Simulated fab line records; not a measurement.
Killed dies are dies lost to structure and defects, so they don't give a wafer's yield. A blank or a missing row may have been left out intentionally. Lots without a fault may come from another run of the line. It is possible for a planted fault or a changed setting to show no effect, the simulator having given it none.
fab line records | flow sky130
record: lots: 6 wafers: 17 lastDay: 49
route steps=708 shown VIA4@660 METAL5@661 PAD_OPEN@708
lots that met no fault: from a run of the same line without faults
startH: start of the lot's first displayed wafer, in hours after the record's first day | waitH: how many hours have passed since the lot's step before this one | " unchanged from the row above | L1.1+2: one row covering several wafers at once | - no value present, or no start provided | * or withheld: withheld | < > ~ a bound
route shown NAME@n: NAME is a module with steps in the file, n the number in the route of the first one | usual: mean and standard deviation over wafers with no fault | same: alike in all rows | chamber/n: place in a boat | sites: each site's reading | _std_site: how widely they spread, as a standard deviation | _edge_site: inner sites' mean taken away from outer sites' mean | radiusMm: how far each site lies from the wafer's centre | mask NAME#n: copy n | behind: the most recent tool/chamber to have shaped the wafer | hold: what put the lot on hold/how long, in hours/how the hold closed | device: which transistor (n, p or np) failed to switch | end of line: the same wafers' tests at the end of the route | step lacking rows: just its recipe | killed: the dies lost at the first sort to structure and to defects; this is not the yield of the wafer | map: a wafer's dies, marking killed ones x, the rest . and places with no die _
set.NAME: the setting as run; set.NAME@STEP: as run at that earlier step | model.NAME: the simulator's own value behind a step, which no gauge read
lots at some steps of the route; a table a step, a row a wafer
services: the hour from which a tool's chamber was out of use, counted from the record's first day as startH (under 0 if before that day), plus the number of hours and why
== steps ==
step: SKY_VIA4_CMP_21
recipe: stopOn: SiO2 tOverpolishS: 25 downForcePsi: 3.5 platenRpm: 60 targetThkNm: 0 padVelocityMS: 0.94248
step: SKY_METAL5_SPUTTER_00
recipe: material: Ti targetThkNm: 15 powerW: 3000 timeS: 10 chamberPressurePa: 0.4
usual: throttleValvePct: 30.0/1.5
columns lot.wafer tool chamber startH waitH throttleValvePct
L912.1 pvdSputter-01 - 1005.19 0.2 30.1
L912.2 " - " " 28.8
L912.4 " - " " 31.9
L915.1 pvdSputter-04 - 1032.38 0.1 30.0
L915.2 " - " " 31.4
L915.6 " - " " 29.5
L922.2 pvdSputter-03 - 1078.55 0.1 30.3
L922.4 " - " " 28.1
L922.5 " - " " 32.5
L923.3 pvdSputter-03 - 1103.12 0.1 28.3
L923.6 " - " " 28.1
L928.2 pvdSputter-04 - 1109.97 0.1 30.6
L928.4 " - " " 31.2
L928.6 " - " " 29.5
L931.2 pvdSputter-01 - 1124.44 0.1 32.0
L931.3 " - " " 30.2
L931.4 " - " " 31.9
step: SKY_METAL5_SPUTTER_01
recipe: material: TiN targetThkNm: 20 powerW: 6500 timeS: 16.7 chamberPressurePa: 0.4
usual: throttleValvePct: 30.1/1.5
columns lot.wafer tool chamber startH waitH throttleValvePct
L912.1 pvdSputter-01 - 1005.21 0.0 30.3
L912.2 " - " " 28.8
L912.4 " - " " 32.1
L915.1 pvdSputter-04 - 1032.40 0.0 30.0
L915.2 " - " " 31.3
L915.6 " - " " 29.4
L922.2 pvdSputter-03 - 1078.58 0.0 30.4
L922.4 " - " " 28.2
L922.5 " - " " 32.6
L923.3 pvdSputter-03 - 1103.15 0.0 28.1
L923.6 " - " " 28.2
L928.2 pvdSputter-04 - 1109.99 0.0 30.7
L928.4 " - " " 31.1
L928.6 " - " " 29.4
L931.2 pvdSputter-01 - 1124.46 0.0 32.0
L931.3 " - " " 30.1
L931.4 " - " " 32.1
step: SKY_METAL5_SPUTTER_02
recipe: material: AlCu targetThkNm: 1150 powerW: 10600 timeS: 61.2 chamberPressurePa: 0.4
usual: throttleValvePct: 30.0/1.5
columns lot.wafer tool chamber startH waitH throttleValvePct
L912.1 pvdSputter-01 - 1005.24 0.0 30.1
L912.2 " - " " 28.9
L912.4 " - " " 32.0
L915.1 pvdSputter-04 - 1032.42 0.0 29.9
L915.2 " - " " 30.8
L915.6 " - " " 29.2
L922.2 pvdSputter-03 - 1078.60 0.0 30.3
L922.4 " - " " 27.9
L922.5 " - " " 32.6
L923.3 pvdSputter-03 - 1103.17 0.0 28.2
L923.6 " - " " 28.2
L928.2 pvdSputter-04 - 1110.02 0.0 30.7
L928.4 " - " " 31.2
L928.6 " - " " 29.5
L931.2 pvdSputter-01 - 1124.49 0.0 32.1
L931.3 " - " " 30.4
L931.4 " - " " 31.8
step: SKY_METAL5_SPUTTER_03
recipe: material: Ti targetThkNm: 5 powerW: 3000 timeS: 3.3 chamberPressurePa: 0.4
step: SKY_METAL5_SPUTTER_04
recipe: material: TiN targetThkNm: 70 powerW: 6500 timeS: 58.3 chamberPressurePa: 0.4
usual: throttleValvePct: 30.0/1.5
columns lot.wafer tool chamber startH waitH throttleValvePct
L912.1 pvdSputter-01 - 1005.31 0.0 30.1
L912.2 " - " " 28.7
L912.4 " - " " 31.9
L915.1 pvdSputter-04 - 1032.49 0.0 30.1
L915.2 " - " " 31.2
L915.6 " - " " 29.1
L922.2 pvdSputter-03 - 1078.67 0.0 30.2
L922.4 " - " " 28.1
L922.5 " - " " 32.4
L923.3 pvdSputter-03 - 1103.24 0.0 27.9
L923.6 " - " " 28.1
L928.2 pvdSputter-04 - 1110.09 0.0 30.6
L928.4 " - " " 30.9
L928.6 " - " " 29.5
L931.2 pvdSputter-01 - 1124.56 0.0 32.1
L931.3 " - " " 30.1
L931.4 " - " " 32.0
step: SKY_METAL5_RS_MEAS_05
recipe: thkMeasGauge: four-point-probe reads: TiN_of_METAL5_SPUTTER_04+Ti_of_METAL5_SPUTTER_03+AlCu_of_METAL5_SPUTTER_02+TiN_of_METAL5_SPUTTER_01+Ti_of_METAL5_SPUTTER_00
usual: METAL5_ALCU_RS: 0.02695/0.00028
columns lot.wafer tool chamber startH waitH METAL5_ALCU_RS[ohm/sq]
L912.1 filmMetro-03 - 1005.36 0.0 0.02661
L912.2 " - " " 0.02635
L912.4 " - " " 0.02669
L915.1 filmMetro-04 - 1032.54 0.0 0.02736
L915.2 " - " " 0.02702
L915.6 " - " " 0.02733
L922.2 filmMetro-03 - 1078.74 0.0 0.02712
L922.4 " - " " 0.02703
L922.5 " - " " 0.02656
L923.3 filmMetro-03 - 1103.33 0.1 0.02686
L923.6 " - " " 0.02675
L928.2 filmMetro-03 - 1110.16 0.0 0.02692
L928.4 " - " " 0.02675
L928.6 " - " " 0.02695
L931.2 filmMetro-01 - 1124.62 0.0 0.02734
L931.3 " - " " 0.02689
L931.4 " - " " 0.02722
step: SKY_METAL5_THK_MEAS_06
recipe: thkMeasGauge: xrf reads: AlCu_of_METAL5_SPUTTER_02
usual: METAL5_ALCU_THK: 1166/13
columns lot.wafer tool chamber startH waitH METAL5_ALCU_THK[nm]
L912.1 filmMetro-03 - 1005.48 0.1 1176
L912.2 " - " " 1189
L912.4 " - " " 1160
L915.1 filmMetro-04 - 1032.66 0.1 1143
L915.2 " - " " 1162
L915.6 " - " " 1148
L922.2 filmMetro-03 - 1078.85 0.1 1159
L922.4 " - " " 1168
L922.5 " - " " 1186
L923.3 filmMetro-03 - 1103.43 0.1 1170
L923.6 " - " " 1179
L928.2 filmMetro-03 - 1110.27 0.1 1169
L928.4 " - " " 1167
L928.6 " - " " 1163
L931.2 filmMetro-01 - 1124.73 0.1 1154
L931.3 " - " " 1176
L931.4 " - " " 1149
step: SKY_METAL5_DEHYDRATE_07
recipe: tempC: 200 timeS: 60
step: SKY_METAL5_HMDS_08
recipe: primeTimeS: 60 primeTempC: 120
step: SKY_METAL5_COAT_09
recipe: resist: NOVOLAK spinRpm: 3000 resistThkNm: 1800
step: SKY_METAL5_SOFTBAKE_10
recipe: tempC: 90 timeS: 60 resist: NOVOLAK
step: SKY_METAL5_EXPOSE_11
recipe: maskId: MM5 na: 0.6 sourceShape: conventional sigmaOuter: 0.6 polarization: unpolarized targetCdNm: 1600 doseMj: 190
usual: stageVelMmS: 500.01/0.26
same: na: 0.6
columns lot.wafer tool chamber startH waitH mask stageVelMmS
L912.1 ilineStepper-02 0 1016.95 - MM5#0 499.71
L912.2 " 0 " " MM5#0 499.71
L912.4 " 0 " " MM5#0 500.14
L915.1 ilineStepper-01 0 1044.37 - MM5#0 499.91
L915.2 " 0 " " MM5#0 500.27
L915.6 " 0 " " MM5#0 500.06
L922.2 ilineStepper-01 0 1089.59 - MM5#0 500.66
L922.4 " 0 " " MM5#0 499.77
L922.5 " 0 " " MM5#0 500.17
L923.3 ilineStepper-01 0 1113.37 - MM5#0 499.74
L923.6 " 0 " " MM5#0 499.96
L928.2 ilineStepper-02 0 1119.65 - MM5#0 499.92
L928.4 " 0 " " MM5#0 500.08
L928.6 " 0 " " MM5#0 500.10
L931.2 ilineStepper-02 0 1134.22 - MM5#0 499.98
L931.3 " 0 " " MM5#0 499.85
L931.4 " 0 " " MM5#0 500.14
step: SKY_METAL5_PEB_12
recipe: tempC: withheld timeS: * resist: NOVOLAK
step: SKY_METAL5_DEVELOP_13
recipe: resist: NOVOLAK developer: TMAH developTimeS: 60 devTempC: 23
step: SKY_METAL5_DESCUM_14
recipe: chemistry: O2 sourcePowerW: 150 biasPowerW: 0 pressureMtorr: 10 tempC: 40 timeS: 11
usual: drypumpMotorCurrentA: 5.7/0.36 oesProductAu: 1.003/0.011
same: biasPowerW: 0
columns lot.wafer tool chamber startH waitH drypumpMotorCurrentA oesProductAu rfHoursCounterH model.METAL5.cdNm
L912.1 rieMetal-02 0 1028.28 0.1 5.0 0.987 13 1600
L912.2 " 1 " " 5.8 1.005 14 1598
L912.4 " 0 " " 5.0 0.990 - 1601
L915.1 rieMetal-01 0 1054.20 0.1 5.8 1.020 20 1599
L915.2 " 1 " " 5.8 0.989 17 1598
L915.6 " 0 " " 5.7 1.022 - 1597
L922.2 rieMetal-02 1 1099.60 0.1 5.8 1.000 19 1487
L922.4 " 0 " " 5.0 0.992 - 1485
L922.5 " 0 " " 5.0 0.985 - 1485
L923.3 rieMetal-04 1 1122.81 0.1 5.6 1.008 - 1542
L923.6 " 0 " " 6.2 0.996 - 1518
L928.2 rieMetal-04 1 1129.00 0.1 5.6 1.007 16 1596
L928.4 " 1 " " 5.6 1.008 - 1597
L928.6 " 1 " " 5.6 1.008 - 1596
L931.2 rieMetal-02 0 1143.28 0.1 5.0 0.987 20 1600
L931.3 " 0 " " 5.0 0.990 - 1598
L931.4 " 1 " " 5.8 1.002 - 1603
step: SKY_METAL5_METAL_ETCH_15
recipe: targetDepthA: 12600 stopOn: SiO2 overEtchFrac: 0.2 timeS: 252 chemistry: Cl2/BCl3 resistSidewallDeg: 86 pressureMtorr: 10 icpW: 900 biasW: 48.5 Cl2_flow_sccm: 60 bcl3FlowSccm: 30
usual: drypumpMotorCurrentA: 5.7/0.36 oesProductAu: 0.894/0.0048 throttleValvePct: 22.264/0.0092
columns lot.wafer tool chamber startH waitH drypumpMotorCurrentA oesProductAu rfHoursCounterH throttleValvePct model.METAL5.cdNm
L912.1 rieMetal-02 0 1028.31 0.0 5.0 0.887 13 22.267 1603
L912.2 " 1 " " 5.8 0.890 14 22.265 1594
L912.4 " 0 " " 4.9 0.901 - 22.265 1606
L915.1 rieMetal-01 0 1054.23 0.0 5.8 0.891 20 22.272 1591
L915.2 " 1 " " 5.8 0.897 17 22.262 1603
L915.6 " 0 " " 5.8 0.891 - 22.268 1591
L922.2 rieMetal-02 1 1099.63 0.0 5.8 0.892 19 22.272 1488
L922.4 " 0 " " 5.0 0.902 - 22.280 1483
L922.5 " 0 " " 4.9 0.894 - 22.261 1483
L923.3 rieMetal-04 1 1122.91 0.1 5.6 0.892 - 22.261 1538
L923.6 " 0 " " 6.2 0.892 - 22.274 1517
L928.2 rieMetal-04 1 1129.03 0.0 5.5 0.891 16 22.257 1598
L928.4 " 1 " " 5.6 0.886 - 22.270 1595
L928.6 " 1 " " 5.6 0.899 - 22.258 1591
L931.2 rieMetal-02 0 1143.31 0.0 5.0 0.897 20 22.254 1605
L931.3 " 0 " " 4.9 0.898 - 22.269 1601
L931.4 " 1 " " 5.8 0.898 - 22.252 1604
step: SKY_METAL5_STRIP_16
recipe: chemistry: O2/N2 powerW: 1400 pressureMtorr: 1500 platenTempC: withheld o2FlowSccm: 3000 n2FlowSccm: 300 overashFraction: 0.5
usual: drypumpMotorCurrentA: 5.79/0.17 oesProductAu: 0.710/0.005 stripTimeToEndpointS: 13.01/0.13
columns lot.wafer tool chamber startH waitH drypumpMotorCurrentA oesProductAu rfHoursCounterH stripTimeToEndpointS
L912.1 plasmaAsher-01 0 1028.55 0.2 5.92 0.710 60 13.16
L912.2 " 1 " " 5.97 0.719 60 12.79
L912.4 " 0 " " 5.96 0.709 - 13.14
L915.1 plasmaAsher-01 0 1054.47 0.2 5.93 0.717 62 12.85
L915.2 " 1 " " 5.91 0.711 62 12.95
L915.6 " 1 " " 5.95 0.712 - 12.83
L922.2 plasmaAsher-04 0 1099.87 0.2 5.69 0.708 91 12.98
L922.4 " 0 " " 5.66 0.713 - 13.24
L922.5 " 1 " " 5.60 0.704 - 13.12
L923.3 plasmaAsher-02 1 1123.10 0.1 5.53 0.711 - 12.99
L923.6 " 0 " " 5.81 0.716 - 13.04
L928.2 plasmaAsher-02 1 1129.27 0.2 5.52 0.711 36 13.13
L928.4 " 0 " " 5.77 0.708 - 13.08
L928.6 " 0 " " 5.82 0.712 - 12.98
L931.2 plasmaAsher-01 0 1143.55 0.2 5.97 0.723 72 13.21
L931.3 " 1 " " 5.98 0.715 - 13.22
L931.4 " 0 " " 5.93 0.707 - 13.02
step: SKY_PAD_OPEN_PROBE_99
usual: defectLimitedYield: 82.8/1.9 killed_at_M0_to_M3: 43/7.3 killed_at_M4_up: 3.6/1.9 killedAtContacts: 23/5.3 killedAtFrontEnd: 15/4.5 killedAtOther: 0.3/0.72 killedDies: 85/9.4 killedOpen: 46/6.7 killedShort: 38/6.8 sort_bin_3_pad_short: 0.8/0.36 sort_bin_5_function: 10.1/1.3 sort_bin_6_memory: 6.3/1.2 sortNPass: 407/9.4 sortYieldPct: 82.8/1.9
same: grossDies: 492 killedAtBackSide: 0 sort_bin_4_leakage[%]: 0 sort_bin_8_speed[%]: 0
columns lot.wafer tool chamber startH waitH defectLimitedYield[%] killed_at_M0_to_M3 killed_at_M4_up killedAtContacts killedAtFrontEnd killedAtOther killedDies killedOpen killedShort sort_bin_3_pad_short[%] sort_bin_5_function[%] sort_bin_6_memory[%] sortNPass sortYieldPct[%] model.etest.met5.widthNm model.etest.met5.lineOhmUm
L912.1 prober-01 - 1076.16 0.1 82.5 46 2 28 9 1 86 53 32 1.0 8.7 7.7 406 82.5 1603 0.01657
L912.2 prober-01 - 1076.21 0.1 84.3 44 3 19 11 0 77 34 43 1.0 6.9 7.7 415 84.3 1594 0.01649
L912.4 prober-01 - 1076.31 0.2 82.5 50 3 23 10 0 86 52 33 1.4 9.1 6.9 406 82.5 1602 0.01672
L915.1 prober-01 - 1099.06 0.1 84.6 46 5 16 9 0 76 38 38 0.2 9.3 5.9 416 84.6 1588 0.01736
L915.2 prober-01 - 1099.11 0.1 81.3 49 5 23 13 2 92 47 43 1.0 10.6 7.1 400 81.3 1605 0.01667
L915.6 prober-01 - 1099.31 0.2 87.4 31 2 19 10 0 62 37 25 1.2 6.9 4.5 430 87.4 1592 0.01731
L922.2 prober-01 - 1141.82 0.1 80.9 47 2 19 26 0 94 45 49 0.8 11.4 6.9 398 80.9 1488 0.01839
L922.4 prober-01 - 1141.92 0.2 81.5 52 3 19 17 0 91 49 42 0.2 12.4 5.9 401 81.5 1479 0.01819
L922.5 prober-01 - 1141.97 0.2 82.3 47 4 15 21 0 87 46 41 1.0 11.0 5.7 405 82.3 1483 0.01803
L923.3 prober-02 - 1164.01 0.2 82.5 48 3 24 11 0 86 50 36 0.6 11.2 5.7 406 82.5 1537 0.0175
L923.6 prober-02 - 1164.16 0.2 85.0 34 7 23 10 0 74 40 33 0.4 8.5 6.1 418 85.0 1517 0.01764
L928.2 prober-01 - 1169.52 0.1 83.3 41 7 20 14 0 82 39 42 1.4 8.9 6.3 410 83.3 1598 0.01703
L928.4 prober-01 - 1169.62 0.2 81.9 52 3 14 20 0 89 42 46 1.0 10.2 6.9 403 81.9 1598 0.01676
L928.6 prober-01 - 1169.72 0.2 83.1 41 4 20 18 0 83 46 37 1.0 10.4 5.5 409 83.1 1593 0.01692
L931.2 prober-01 - 1182.82 0.1 82.3 44 4 25 14 0 87 45 42 0.4 10.2 7.1 405 82.3 1607 0.01706
L931.3 prober-01 - 1182.87 0.2 82.5 46 5 27 8 0 86 47 39 1.2 8.9 7.3 406 82.5 1600 0.0167
L931.4 prober-01 - 1182.92 0.2 86.2 33 5 15 15 0 68 39 29 0.6 8.5 4.7 424 86.2 1603 0.01704
killed by level:class
L912.1 VIA1:geometricParticle:open=12 CONTACT:geometricParticle:open=10 VIA2:geometricParticle:open=8 LI_CONTACT:geometricParticle:open=7 VIA3:geometricParticle:open=5 LOCAL_INTERCONNECT:geometricParticle:short=4 VIA3:geometricParticle:short=4 METAL1:geometricParticle:short=4
L912.2 VIA3:geometricParticle:open=8 VIA2:geometricParticle:open=6 VIA1:geometricParticle:open=6 METAL2:geometricParticle:short=6 LOCAL_INTERCONNECT:geometricParticle:short=5 CONTACT:geometricParticle:open=5 METAL1:geometricParticle:short=5 VIA3:geometricParticle:short=5
L912.4 VIA1:geometricParticle:open=15 LI_CONTACT:geometricParticle:open=11 VIA2:geometricParticle:open=8 METAL2:geometricParticle:short=7 METAL2:geometricParticle:open=4 VIA3:geometricParticle:open=4 METAL1:geometricParticle:short=4 VIA2:geometricParticle:short=4
L915.1 VIA2:geometricParticle:open=11 METAL2:geometricParticle:short=7 METAL1:geometricParticle:short=6 VIA3:geometricParticle:open=6 VIA3:geometricParticle:short=5 FIELD_ISO:geometricParticle:open=4 CONTACT:geometricParticle:open=4 CONTACT:geometricParticle:short=4
L915.2 VIA3:geometricParticle:open=9 METAL2:geometricParticle:short=8 LI_CONTACT:geometricParticle:open=7 VIA1:geometricParticle:open=7 FIELD_ISO:geometricParticle:open=5 LI_CONTACT:geometricParticle:short=5 CONTACT:geometricParticle:open=5 VIA2:geometricParticle:open=5
L915.6 CONTACT:geometricParticle:open=8 VIA3:geometricParticle:open=8 VIA1:geometricParticle:open=6 LI_CONTACT:geometricParticle:open=5 VIA2:geometricParticle:open=4 VIA3:geometricParticle:short=4 LOCAL_INTERCONNECT:geometricParticle:short=3 METAL2:geometricParticle:short=3
L922.2 VIA1:geometricParticle:short=9 VIA2:geometricParticle:open=9 VIA3:geometricParticle:open=8 FIELD_ISO:geometricParticle:short=7 FIELD_ISO:geometricParticle:open=7 CONTACT:geometricParticle:open=6 POLY_GATE:geometricParticle:short=5 LOCAL_INTERCONNECT:geometricParticle:short=5
L922.4 VIA1:geometricParticle:open=10 METAL1:geometricParticle:short=8 CONTACT:geometricParticle:open=7 VIA2:geometricParticle:open=7 VIA3:geometricParticle:open=6 FIELD_ISO:geometricParticle:open=4 FIELD_ISO:geometricParticle:short=4 POLY_GATE:geometricParticle:open=4
L922.5 VIA1:geometricParticle:open=11 VIA3:geometricParticle:open=7 CONTACT:geometricParticle:open=6 METAL1:geometricParticle:short=6 FIELD_ISO:geometricParticle:open=5 VIA2:geometricParticle:short=5 FIELD_ISO:geometricParticle:short=4 SPACER:geometricParticle:open=4
L923.3 VIA1:geometricParticle:open=18 LI_CONTACT:geometricParticle:open=9 CONTACT:geometricParticle:open=8 METAL1:geometricParticle:short=7 METAL2:geometricParticle:short=6 VIA3:geometricParticle:open=6 CONTACT:geometricParticle:short=4 VIA2:geometricParticle:open=4
L923.6 CONTACT:geometricParticle:open=11 VIA1:geometricParticle:open=9 LOCAL_INTERCONNECT:geometricParticle:short=7 VIA2:geometricParticle:open=5 VIA3:geometricParticle:open=5 METAL2:geometricParticle:short=4 VIA3:geometricParticle:short=4 METAL4:geometricParticle:short=4
L928.2 VIA1:geometricParticle:open=10 METAL1:geometricParticle:short=7 POLY_GATE:geometricParticle:short=6 LOCAL_INTERCONNECT:geometricParticle:short=6 LI_CONTACT:geometricParticle:open=5 CONTACT:geometricParticle:open=5 VIA3:geometricParticle:open=5 VIA2:geometricParticle:open=4
L928.4 VIA2:geometricParticle:open=9 VIA1:geometricParticle:short=7 VIA2:geometricParticle:short=7 CONTACT:geometricParticle:open=6 VIA1:geometricParticle:open=6 SPACER:geometricParticle:short=5 LI_CONTACT:geometricParticle:open=5 VIA3:geometricParticle:open=5
L928.6 VIA2:geometricParticle:open=9 CONTACT:geometricParticle:open=8 METAL2:geometricParticle:short=7 LI_CONTACT:geometricParticle:open=6 POLY_GATE:geometricParticle:open=5 VIA1:geometricParticle:short=5 VIA1:geometricParticle:open=5 VIA3:geometricParticle:open=5
L931.2 VIA2:geometricParticle:open=9 METAL1:geometricParticle:short=9 VIA1:geometricParticle:open=8 CONTACT:geometricParticle:open=7 POLY_GATE:geometricParticle:open=6 LOCAL_INTERCONNECT:geometricParticle:short=6 VIA3:geometricParticle:open=6 LI_CONTACT:geometricParticle:short=5
L931.3 VIA1:geometricParticle:open=16 LI_CONTACT:geometricParticle:open=9 CONTACT:geometricParticle:open=6 METAL2:geometricParticle:short=6 CONTACT:geometricParticle:short=5 METAL4:geometricParticle:short=4 METAL1:geometricParticle:short=4 VIA1:geometricParticle:short=4
L931.4 VIA1:geometricParticle:open=11 LI_CONTACT:geometricParticle:open=8 POLY_GATE:geometricParticle:open=5 VIA2:geometricParticle:open=5 METAL4:geometricParticle:short=5 FIELD_ISO:geometricParticle:short=4 POLY_GATE:geometricParticle:short=4 METAL2:geometricParticle:short=4
== services ==
columns tool chamber startH hours kind
ilineStepper-02 - 992.70 5.6 repair
pvdSputter-04 1 1009.73 - consumableReplace:kit
pvdSputter-04 1 1009.73 18.0 scheduledDown
pvdSputter-04 1 1009.73 18.0 ventCycle
plasmaAsher-01 - 1018.76 2.5 repair
rieMetal-02 - 1040.70 2.8 pm
ilineStepper-01 - 1046.21 5.1 repair
rieMetal-04 - 1069.75 14.6 pm
pvdSputter-04 - 1081.99 4.6 repair
rieMetal-04 - 1089.41 1.4 pm
plasmaAsher-04 - 1091.74 0.8 repair
plasmaAsher-02 - 1094.19 4.5 repair
pvdSputter-01 - 1100.88 7.1 repair
plasmaAsher-04 - 1106.86 3.1 repair
plasmaAsher-02 - 1107.61 13.2 repair
pvdSputter-04 0 1110.14 - consumableReplace:kit
pvdSputter-04 0 1110.14 18.0 scheduledDown
pvdSputter-04 0 1110.14 18.0 ventCycle
pvdSputter-01 3 1110.97 - consumableReplace:kit
pvdSputter-01 3 1110.97 18.0 scheduledDown
pvdSputter-01 3 1110.97 18.0 ventCycle
rieMetal-02 - 1119.68 14.6 pm
ilineStepper-02 - 1126.75 1.7 pm
ilineStepper-01 - 1133.70 2.1 pm
== key ==
firstSign none at tools or gauges
modelEffect: step: SKY_METAL5_DESCUM_14 value: METAL5.cdNm without: 1600 struck: 1504
modelEffect: step: SKY_METAL5_METAL_ETCH_15 value: METAL5.cdNm without: 1599 struck: 1502
modelEffect: step: SKY_PAD_OPEN_PROBE_99 value: etest.met5.widthNm without: 1598 struck: 1501
metAt SKY_METAL5_EXPOSE_11
struckWafers L922.2,L922.4,L922.5,L923.3,L923.6
onsetBetween 1044.37 1089.59
alsoFits SKY_METAL5_SPUTTER_00:pvdSputter-03,SKY_METAL5_SPUTTER_01:pvdSputter-03,SKY_METAL5_SPUTTER_02:pvdSputter-03,SKY_METAL5_SPUTTER_04:pvdSputter-03
fault: kind: processParameterDrift tool: ilineStepper-01 chamber: - onsetH: 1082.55 steps: SKY_METAL5_EXPOSE_11 channel: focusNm offset: 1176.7 spreadByWafer: 0.3 shape: step endH: 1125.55
